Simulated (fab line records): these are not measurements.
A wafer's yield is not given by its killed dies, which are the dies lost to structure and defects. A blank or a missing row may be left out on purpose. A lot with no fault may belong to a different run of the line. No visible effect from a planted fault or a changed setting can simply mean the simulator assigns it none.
Split-lot experiment | flow gf180mcu | on a route of 602 steps: 5 lots, 23 wafers read

THE SPLIT ITSELF
At GF_M2_COAT_09 (resist thk 1000 nm), the setting resistThkNm was moved away from the recipe's 1000 nm on 7 of the 23 wafers read, by -5.0% to +3.4%. All remaining wafers had this setting at the recipe value.

FROM THE SPLIT TO THE READING: what the file shows between them, 3 steps
- GF_M2_SOFTBAKE_10: time 60 s
- GF_M2_EXPOSE_11: exposes mask Metal2, target cd 280 nm
- GF_M2_METAL_ETCH_16: etches the open film in Cl2/BCl3, stops on SiO2, target depth 627.5 nm, time 104.6 s

THE READING
oesProductAu, in a.u., at GF_M2_STRIP_17 (strips in O2/N2). Typical for fault-free wafers on this fab line: 0.558 a.u., with standard deviation 0.0046 a.u.

wafer  | tool, chamber at the split | resistThkNm as run, nm | against the recipe | oesProductAu, a.u. | against lot-mates on the recipe
L074.1 | lithoTrack-02, 0           | 1000                   | recipe             | 0.553              | -
L074.2 | lithoTrack-02, 0           | 1000                   | recipe             | 0.557              | -
L074.4 | lithoTrack-02, 0           | 1000                   | recipe             | 0.560              | -
L074.5 | lithoTrack-02, 0           | 1000                   | recipe             | 0.559              | -
L074.6 | lithoTrack-02, 0           | 1000                   | recipe             | 0.553              | -
L075.1 | lithoTrack-02, 0           | 1000                   | recipe             | 0.548              | -
L075.5 | lithoTrack-02, 0           | 1000                   | recipe             | 0.556              | -
L075.6 | lithoTrack-02, 0           | 1000                   | recipe             | 0.559              | -
L078.1 | lithoTrack-01, 0           | 950.3                  | -5.0%              | 0.547              | -0.007
L078.3 | lithoTrack-01, 0           | 950.3                  | -5.0%              | 0.538              | -0.016
L078.4 | lithoTrack-01, 0           | 950.3                  | -5.0%              | 0.539              | -0.015
L078.5 | lithoTrack-01, 0           | 1000                   | recipe             | 0.553              | -
L078.6 | lithoTrack-01, 0           | 1000                   | recipe             | 0.556              | -
L079.1 | lithoTrack-03, 0           | 1000                   | recipe             | 0.560              | -
L079.3 | lithoTrack-03, 0           | 1000                   | recipe             | 0.562              | -
L079.4 | lithoTrack-03, 0           | 1000                   | recipe             | 0.560              | -
L079.5 | lithoTrack-03, 0           | 961.1                  | -3.9%              | 0.537              | -0.024
L079.6 | lithoTrack-03, 0           | 961.1                  | -3.9%              | 0.539              | -0.022
L085.1 | lithoTrack-02, 0           | 1000                   | recipe             | 0.555              | -
L085.3 | lithoTrack-02, 0           | 1000                   | recipe             | 0.562              | -
L085.4 | lithoTrack-02, 0           | 1000                   | recipe             | 0.553              | -
L085.5 | lithoTrack-02, 0           | 1034                   | +3.4%              | 0.577              | +0.020
L085.6 | lithoTrack-02, 0           | 1034                   | +3.4%              | 0.570              | +0.013

THE FIT
A straight line over all 23 wafers: oesProductAu changes by +0.00389 a.u. for each +1% of resistThkNm; r = +0.90; the points scatter about the line by 0.0044 a.u.
The same after taking each lot's own level away (the mean of its wafers on the recipe; 23 wafers): +0.00388 a.u. for each +1%; r = +0.89; scatter 0.0048 a.u.
According to that fit, moving resistThkNm by its largest amount changes the reading by 0.019 a.u.
Measured against the standard deviation above, the lots' own levels, which go from 0.5543 to 0.5607 a.u., span 1.4 times it.
Consequently the slope shifts little with the lot-to-lot level, the two slopes agreeing.
Check: -0.0217 a.u. against its lot-mates is what the line predicts for one of the wafers moved furthest among these (-5.0%) when that wafer is left out of the fit. Against them it came out at -0.0075 a.u.

THESE WAFERS: OTHER SPLITS
Note: prior to the reading, these wafers also went through further splits. Each is held against what the fit with the lots' levels taken away leaves over:
other split on the same wafers | wafers away from the commonest value | r with oesProductAu (lot level and that fit taken away)
GF_CONTACT_SPUTTER_22 timeS    | 8                                    | -0.22
GF_M1_PEB_12 pebTempC          | 6                                    | -0.27
GF_V1_CVD_02 timeS             | 10                                   | +0.44
GF_V1_CMP_04 leaveAboveRefNm   | 8                                    | -0.15
GF_V1_ETCH_16 ionEnergyEv      | 7                                    | +0.29
GF_M2_SPUTTER_02 powerW        | 5                                    | +0.12

THE WHOLE CHAIN: every reading that the file lists as answering this split, in the file's order
step           | what it does       | reading                                                                  | change (the file's fit)                   | r (the file's)
GF_M2_COAT_09  | resist thk 1000 nm | KrF_of_M2_COAT_09.thkNm (the simulator's own value, which no gauge read) | +10.3 nm for each +1% of the setting      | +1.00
GF_M2_STRIP_17 | strips in O2/N2    | oesProductAu                                                             | +0.00412 a.u. for each +1% of the setting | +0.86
GF_M2_STRIP_17 | strips in O2/N2    | stripTimeToEndpointS                                                     | withheld for each +1% of the setting      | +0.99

FILE'S OWN FIT
oesProductAu changes by +0.00412 a.u. for each +1% of resistThkNm, r = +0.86.
